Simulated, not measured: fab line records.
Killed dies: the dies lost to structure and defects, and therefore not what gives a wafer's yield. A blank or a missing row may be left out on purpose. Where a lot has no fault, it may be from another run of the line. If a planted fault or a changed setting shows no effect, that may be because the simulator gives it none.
A struck lot beside a sound one    flow sky130    17 steps out of a route of 708
Sound: these wafers, L664.3, L664.4, L664.6. The struck wafers were L677.2, L677.3, L677.4. The cause is named last.
Per side, at each step with rows, come the tool, then ch with its chambers, and then its first start. Under that, the readings that differ: sound wafers    struck wafers    difference of the means    sigmas: that difference in standard deviations of wafers without a fault.
alike: words and numbers the same on both sides, and readings whose means are apart by under 2 such deviations; not compared: readings that were withheld, readings missing a value for some wafer, numbers with overlapping values and no deviation given by the record, and bounds like >300 which may hide the same value.
Wherever a step has rows on one side only, a row that says differs or no value, or a row with sigmas, the two part there. Non-overlapping numbers with no deviation appear without sigmas and do not part them. Lack of a reading on every wafer of one side parts them only where that side has two or more wafers.

first, 3 steps without rows for these wafers: SKY_VIA3_EXPOSE_09 (exposes mask VIM3, target cd 200 nm); SKY_VIA3_PEB_10; SKY_VIA3_DEVELOP_11 (develop time 60 s).
SKY_VIA3_CD_MEAS_12 targets a cd of 200 nm.
  sound on cd sem-01 at day 40 23:04; struck on cd sem-02 at day 44 14:29
  alike: cd nm
SKY_VIA3_OVL_MEAS_13:
  sound on overlay-02 at day 40 23:09; struck on overlay-01 at day 44 14:36
  alike: VIA3_OVL
SKY_VIA3_ETCH_14: etches BARC in N2/H2, stops on SiO2, time 45.9 s, target depth 60 nm.
  sound on rie diel-04 ch 0,1,3, day 40 23:10; struck on rie diel-04 ch 0,1,3, day 44 14:38
  alike: bias w, drypump motor current A, oes product au, throttle valve pct
  not compared: rf hours counter h
SKY_VIA3_ETCH_15: etches SiO2 in C4F8/O2/Ar, stops on TiN, target depth 507 nm, time 78 s.
  sound on rie diel-04 ch 0,1,3, day 40 23:13; struck on rie diel-04 ch 0,1,3, day 44 14:40
  alike: bias w, oes product au
  not compared: rf hours counter h
SKY_VIA3_STRIP_16: strips in O2/N2.
  sound on plasma asher-02 ch 0,1, day 40 23:19; struck on plasma asher-02 ch 0,1, day 44 14:44
  alike: drypump motor current A, oes product au, strip time to endpoint s
  not compared: rf hours counter h
then, 3 steps without rows for these wafers: SKY_VIA3_STRIP_17 (strips in post etch residue remover, time 1200 s); SKY_VIA3_CLEAN_18 (cleans in IPA, time 180 s); SKY_VIA3_CLEAN_19 (cleans in O3/DIW).
SKY_VIA3_SPUTTER_20: material TiN, target thk 20 nm, time 80 s.
  sound on pvd sputter-03 at day 40 23:52; struck on pvd sputter-02 at day 44 15:19
  alike: chamber pressure pa, throttle valve pct
SKY_VIA3_CVD_21: deposits W, target thk 390 nm, time 117.31 s.
  sound on cvd w-01 ch 0,1, day 40 23:59; struck on cvd w-02 ch 0,1, day 44 15:23
  alike: chamber pressure Torr, heater power w
SKY_VIA3_RS_MEAS_22: a four-point-probe measurement.
  sound on film metro-02 at day 41 00:06; struck on film metro-03 at day 44 15:49
reading             sound              struck             difference  sigmas
VIA3_W_RS (ohm/sq)  0.295 0.299 0.294  0.437 0.422 0.404  +0.125      +38
  not compared: hold
SKY_VIA3_THK_MEAS_23: measures by xrf.
  sound on film metro-02 at day 41 00:12; struck on film metro-03 at day 44 17:28
reading          sound        struck       difference  sigmas
VIA3_W_THK (nm)  391 387 393  296 303 308  -88         -17
  not compared: hold
SKY_VIA3_CMP_24: polishes, stops on SiO2, t overpolish 20 s, target thk 0 nm.
  sound on cmp-01 ch 0,1,2, day 41 00:20; struck on cmp-02 ch 0,2,3, day 44 21:37
reading  sound  struck                                                                      difference                    sigmas
hold     - - -  await dispo/4.1h/release await dispo/4.1h/release await dispo/4.1h/release  no value on the sound wafers  
  alike: head pressure psi, motor current A, overpolish run s, slurry filter dp kPa, slurry flow ml min, time to endpoint s
-- the record jumps here: 5 days lie between the struck wafers' starts before and after (it left off in module VIA3 and takes up again in module PAD_OPEN, whose first step shown is number 708 of the route) --
SKY_PAD_OPEN_PROBE_99:
  sound on prober-02 at day 46 22:35; struck on prober-02 at day 49 22:54
  alike: defect limited yield, killed_at_M0_to_M3, killed_at_M4_up, killed at contacts, killed at front end, killed at other, killed dies, killed open, killed short, sort_bin_3_pad_short, sort_bin_5_function, sort_bin_6_memory, sort n pass, sort yield pct

## WHERE THEY PART
Last at SKY_VIA3_CMP_24 as far as this record goes, first at SKY_VIA3_RS_MEAS_22. Later steps at which nothing parts them and some readings are alike: SKY_PAD_OPEN_PROBE_99.

WHY: what had been put in by the simulator
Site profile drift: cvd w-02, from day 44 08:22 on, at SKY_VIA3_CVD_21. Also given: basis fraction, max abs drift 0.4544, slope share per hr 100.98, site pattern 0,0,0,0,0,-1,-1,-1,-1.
